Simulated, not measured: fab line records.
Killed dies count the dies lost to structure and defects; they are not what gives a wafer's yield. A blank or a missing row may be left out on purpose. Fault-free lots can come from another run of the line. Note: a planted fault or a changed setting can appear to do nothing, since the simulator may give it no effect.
What tool caused it? | flow sfq_line | at 1 step of a route of 325, 14 lots with 42 wafers sampled

## WHAT THE GAUGES SHOWED, per wafer
The record holds no reading of a measuring or inspecting step that can be judged against a usual standard deviation.

## EACH LOT AND THE TOOL THAT RAN IT (in order: tool; ch and the chambers of the sampled wafers; start)
lot  | SFQ_TRILAYER_I7_VIA_LITHO_EXPOSE_188
L436 | krf_scanner-01 ch 0, day 78 04:02
L437 | krf_scanner-02 ch 0, day 78 15:49
L438 | krf_scanner-02 ch 0, day 78 17:01
L440 | krf_scanner-01 ch 0, day 79 01:15
L441 | krf_scanner-02 ch 0, day 79 07:01
L442 | krf_scanner-02 ch 0, day 81 02:49
L448 | krf_scanner-01 ch 0, day 82 01:04
L451 | krf_scanner-02, day 83 14:51
L452 | krf_scanner-01, day 84 10:32
L453 | krf_scanner-01 ch 0, day 84 14:42
L455 | krf_scanner-01 ch 0, day 86 10:51
L456 | krf_scanner-01 ch 0, day 88 20:20
L457 | krf_scanner-01 ch 0, day 88 21:32
L458 | krf_scanner-01 ch 0, day 88 22:56
- SFQ_TRILAYER_I7_VIA_LITHO_EXPOSE_188: exposes mask I7, target cd 1000 nm.

## WHAT THE TOOLS THEMSELVES READ (means of the sampled wafers that have a number; where no wafer has one, the mark that the record gives instead)
SFQ_TRILAYER_I7_VIA_LITHO_EXPOSE_188. Usual: exposure_dose_mJ_cm2 21.302, standard deviation 0.021; focus_offset_nm 0.0 nm, standard deviation 0.5.
lot  | tool           | exposure_dose_mJ_cm2 | focus_offset_nm (nm) | flag
L436 | krf_scanner-01 | 21.332               | -0.2                 |
L437 | krf_scanner-02 | 21.318               | -0.2                 |
L438 | krf_scanner-02 | 21.267               | 0.1                  |
L440 | krf_scanner-01 | 21.320               | 0.0                  |
L441 | krf_scanner-02 | 21.330               | -0.5                 |
L442 | krf_scanner-02 | 21.301               | -0.1                 |
L448 | krf_scanner-01 | 21.324               | 0.6                  |
L451 | krf_scanner-02 | -                    | -                    | OFF
L452 | krf_scanner-01 | -                    | -                    | OFF
L453 | krf_scanner-01 | 21.285               | 0.1                  |
L455 | krf_scanner-01 | 21.297               | -0.2                 |
L456 | krf_scanner-01 | 21.299               | -0.2                 |
L457 | krf_scanner-01 | 21.284               | -0.5                 |
L458 | krf_scanner-01 | 21.291               | 0.4                  |

## THE ANSWER, worked out from the rows above alone
Rule: a lot counts as off when the mean over its wafers that have a number is more than 3 standard deviations away from the usual mean. Also off: a lot with no number at a reading for which 4 or more lots have one. Any other lot the step has rows for is counted as sound. Order of review: gauges by route order, followed by the tools' own readings, for which a lot's mean as printed above is used. The first step at which some lot is off is used, and at that step the reading that is off furthest; a lot without a number counts as furthest.
Off: L451, L452 (SFQ_TRILAYER_I7_VIA_LITHO_EXPOSE_188, exposure_dose_mJ_cm2). Without a number there: L451, L452.
A tool fits if, at that step or a process step before it, it ran every lot that is off, and no sound lot after the first of them. None of those tried fits.

## WHAT WAS PUT IN BY THE SIMULATOR
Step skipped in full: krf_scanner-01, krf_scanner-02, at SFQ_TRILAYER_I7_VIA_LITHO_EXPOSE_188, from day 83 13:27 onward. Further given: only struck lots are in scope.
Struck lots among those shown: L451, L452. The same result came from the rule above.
